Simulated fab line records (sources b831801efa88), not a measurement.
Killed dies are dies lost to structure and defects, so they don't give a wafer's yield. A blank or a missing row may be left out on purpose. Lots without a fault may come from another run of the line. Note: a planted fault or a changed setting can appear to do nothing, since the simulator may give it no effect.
Comparing a struck lot with a sound one + flow sfqLine + 42 steps out of a route of 325
Sound: these wafers, L222.1, L222.2, L222.3. Struck: wafers L238.2, L238.6. (L238.1 of the same lot was not struck and is left out.) The cause comes at the end.
At each step with rows: each side's tool, then ch and its chambers, then its first start. Under that, the readings that differ: sound wafers + struck wafers + difference of the means + sigmas: that difference in standard deviations of wafers without a fault.
alike: a reading whose means differ by less than 2 such deviations, as well as words and numbers matching on both sides. not compared: withheld readings; readings where some wafer has no value; bounds like >300 that might hide an equal value; numbers whose values overlap and for which the record gives no deviation.
The two part at a step that has a row with sigmas, a row that says differs or no value, or rows on one side only. Numbers that don't overlap but have no deviation are shown without sigmas and don't part them. A reading that every wafer of one side lacks parts them only if that side has two wafers or more.

first, 6 steps without rows for these wafers: SFQ_TRILAYER_L0_VIA_LITHO_COAT_018 (resist thk 62 nm); SFQ_TRILAYER_L0_VIA_LITHO_COAT_013 (resist thk 650 nm); SFQ_TRILAYER_L0_VIA_LITHO_SOFTBAKE_017; SFQ_TRILAYER_L0_VIA_LITHO_EXPOSE_014 (exposes mask L0V, target cd 700 nm); SFQ_TRILAYER_L0_VIA_LITHO_PEB_016 (peb time 60 s); SFQ_TRILAYER_L0_VIA_LITHO_DEVELOP_015 (time 60 s).
SFQ_L0V_OVL_MEAS_903:
  struck on overlay-02, day 11 16:35; sound on overlay-02, day 7 00:19
  alike: L0V_OVL
then, 1 step without rows for these wafers: SFQ_TRILAYER_L0_VIA_BARC_OPEN_VIA_ETCH_021 (etches BARC in O2, target depth 125 nm, time 41.7 s).
SFQ_TRILAYER_L0_VIA_ETCH_VIA_ETCH_016: etches SiO2 in CHF3, stops on MoNx KI, target depth 80 nm.
  sound on rieDiel-03 ch 0,1,2, day 7 00:23; struck on rieDiel-01 ch 0,3, day 11 16:40
  alike: drypumpMotorCurrentA, oesProductAu
then, 3 steps without rows for these wafers: SFQ_TRILAYER_L0_VIA_STRIP_STRIP_017 (strips in O2); SFQ_TRILAYER_L0_VIA_STRIP_SOLV_CLEAN_018 (cleans in NMP, time 600 s); SFQ_TRILAYER_M0_DEP_PRE_CLEAN_020 (time 15 s).
SFQ_TRILAYER_M0_DEP_SPUTTER_019: material Nb, target thk 200 nm, time 133.3 s.
  struck on pvdSputter-05, day 11 17:31; sound on pvdSputter-04, day 7 01:14
| reading                                            | sound           | struck      | difference | sigmas |
|----------------------------------------------------|-----------------|-------------|------------|--------|
| model.Nb_of_TRILAYER_M0_DEP_SPUTTER_019.thkNm (nm) | 199.7 199.9 201 | 168.7 168.2 | -31.8      |        |
  alike: cathodeDcPowerW, substrateTempC, throttleValvePct
SFQ_M0_RS_MEAS_904: the measuring method here is four-point-probe.
  struck on filmMetro-03, day 11 17:37; sound on filmMetro-04, day 7 01:20
| reading           | sound             | struck      | difference | sigmas |
|-------------------|-------------------|-------------|------------|--------|
| M0_NB_RS (ohm/sq) | 0.892 0.891 0.886 | 1.054 1.058 | +0.166     | +19    |
then, 6 steps without rows for these wafers: SFQ_TRILAYER_M0_LITHO_COAT_026 (resist thk 62 nm); SFQ_TRILAYER_M0_LITHO_COAT_021 (resist thk 600 nm); SFQ_TRILAYER_M0_LITHO_SOFTBAKE_025; SFQ_TRILAYER_M0_LITHO_EXPOSE_022 (exposes mask M0, target cd 500 nm); SFQ_TRILAYER_M0_LITHO_PEB_024 (peb time 60 s); SFQ_TRILAYER_M0_LITHO_DEVELOP_023 (time 60 s).
-- the record jumps here: 5 days lie between the struck wafers' starts before and after --
SFQ_M0_OVL_MEAS_906:
  struck on overlay-02, day 16 13:59; sound on overlay-02, day 10 23:47
  alike: M0_OVL
then, 1 step without rows for these wafers: SFQ_TRILAYER_M0_BARC_OPEN_METAL_ETCH_031 (etches BARC in O2, target depth 125 nm, time 41.7 s).
SFQ_TRILAYER_M0_ETCH_METAL_ETCH_024: etches Nb in Cl2/Ar, stops on SiO2, target depth 240 nm, time 120 s.
  sound on rieMetal-01 ch 0,1, day 10 23:53; struck on rieMetal-03 ch 0, day 16 14:05
| reading                  | sound             | struck      | difference | sigmas |
|--------------------------|-------------------|-------------|------------|--------|
| drypumpMotorCurrentA (A) | 5.3 5.6 5.4       | 6.4 6.3     | +0.9       | +2     |
| oesProductAu (a.u.)      | 0.881 0.892 0.891 | 0.808 0.810 | -0.079     | -12    |
  not compared: rfHoursCounterH
then, 2 steps without rows for these wafers: SFQ_TRILAYER_M0_STRIP_STRIP_025 (strips in O2); SFQ_TRILAYER_M0_STRIP_SOLV_CLEAN_026 (cleans in NMP, time 600 s).
SFQ_TRILAYER_I0_DEP_PECVD_027: deposits SiO2 from SiH4/N2O, time 111.11 s, target thk 500 nm.
  sound on pecvd-01 ch 0,1,2, day 11 00:47; struck on pecvd-04 ch 0,1, day 16 14:59
  alike: heaterPowerW, susceptorTempC, throttleValvePct
SFQ_TRILAYER_I0_CMP_CMP_028: polishes SiO2.
  sound on cmp-01 ch 0,2,3, day 11 03:57; struck on cmp-02 ch 0, day 16 15:04
  alike: motorCurrentA, timeToEndpointS
SFQ_I0_BOW_MEAS_907:
  struck on filmMetro-01, day 16 18:04; sound on filmMetro-02, day 11 06:27
  alike: I0_BOW
SFQ_TRILAYER_I0_METRO_MEASURE_029:
  struck on filmMetro-01, day 16 18:11; sound on filmMetro-02, day 11 06:34
  alike: thkNm
then, 6 steps without rows for these wafers: SFQ_TRILAYER_I0_VIA_LITHO_COAT_036 (resist thk 62 nm); SFQ_TRILAYER_I0_VIA_LITHO_COAT_031 (resist thk 650 nm); SFQ_TRILAYER_I0_VIA_LITHO_SOFTBAKE_035; SFQ_TRILAYER_I0_VIA_LITHO_EXPOSE_032 (exposes mask I0, target cd 500 nm); SFQ_TRILAYER_I0_VIA_LITHO_PEB_034 (peb time 60 s); SFQ_TRILAYER_I0_VIA_LITHO_DEVELOP_033 (time 60 s).
-- the record jumps here: 6 days lie between the struck wafers' starts before and after --
SFQ_I0_OVL_MEAS_908:
  struck on overlay-02, day 22 21:23; sound on overlay-01, day 16 04:23
  alike: I0_OVL
then, 2 steps without rows for these wafers: SFQ_TRILAYER_I0_VIA_BARC_OPEN_VIA_ETCH_046 (etches BARC in O2, target depth 125 nm, time 41.7 s); SFQ_TRILAYER_I0_VIA_ETCH_VIA_ETCH_034 (etches SiO2 in CHF3, stops on Nb, target depth 260 nm).
SFQ_TRILAYER_I0_VIA_STRIP_STRIP_035: strips in O2.
  sound on rieMetal-02 ch 0,1, day 16 04:34; struck on rieMetal-03 ch 0,1, day 22 21:34
  alike: drypumpMotorCurrentA, oesProductAu
  not compared: rfHoursCounterH
then, 2 steps without rows for these wafers: SFQ_TRILAYER_I0_VIA_STRIP_SOLV_CLEAN_036 (cleans in NMP, time 600 s); SFQ_TRILAYER_M1_DEP_PRE_CLEAN_038 (time 22.5 s).
-- the record jumps here: 69 days lie between the struck wafers' starts before and after --
SFQ_M8_BOW_MEAS_951:
  struck on filmMetro-04, day 91 12:43; sound on filmMetro-02, day 82 09:19
| reading                | sound                | struck      | difference | sigmas |
|------------------------|----------------------|-------------|------------|--------|
| model.etest.m0.ohmUm   | 1.781 1.775 1.771    | 2.105 2.119 | +0.336     |        |
| model.etest.i0.linkOhm | 1.967 1.964 1.962    | 2.105 2.107 | +0.142     |        |
| model.etest.m0.ohmSq   | 0.8907 0.8898 0.8845 | 1.054 1.057 | +0.167     |        |
  alike: M8_BOW

== WHERE THEY PART ==
Earliest at SFQ_M0_RS_MEAS_904; latest, in this record, at SFQ_TRILAYER_M0_ETCH_METAL_ETCH_024. Later steps at which nothing parts them and some readings are alike: SFQ_TRILAYER_I0_DEP_PECVD_027, SFQ_TRILAYER_I0_CMP_CMP_028, SFQ_I0_BOW_MEAS_907, SFQ_TRILAYER_I0_METRO_MEASURE_029, SFQ_I0_OVL_MEAS_908, SFQ_TRILAYER_I0_VIA_STRIP_STRIP_035, SFQ_M8_BOW_MEAS_951.

WHY: whatever the simulator had introduced
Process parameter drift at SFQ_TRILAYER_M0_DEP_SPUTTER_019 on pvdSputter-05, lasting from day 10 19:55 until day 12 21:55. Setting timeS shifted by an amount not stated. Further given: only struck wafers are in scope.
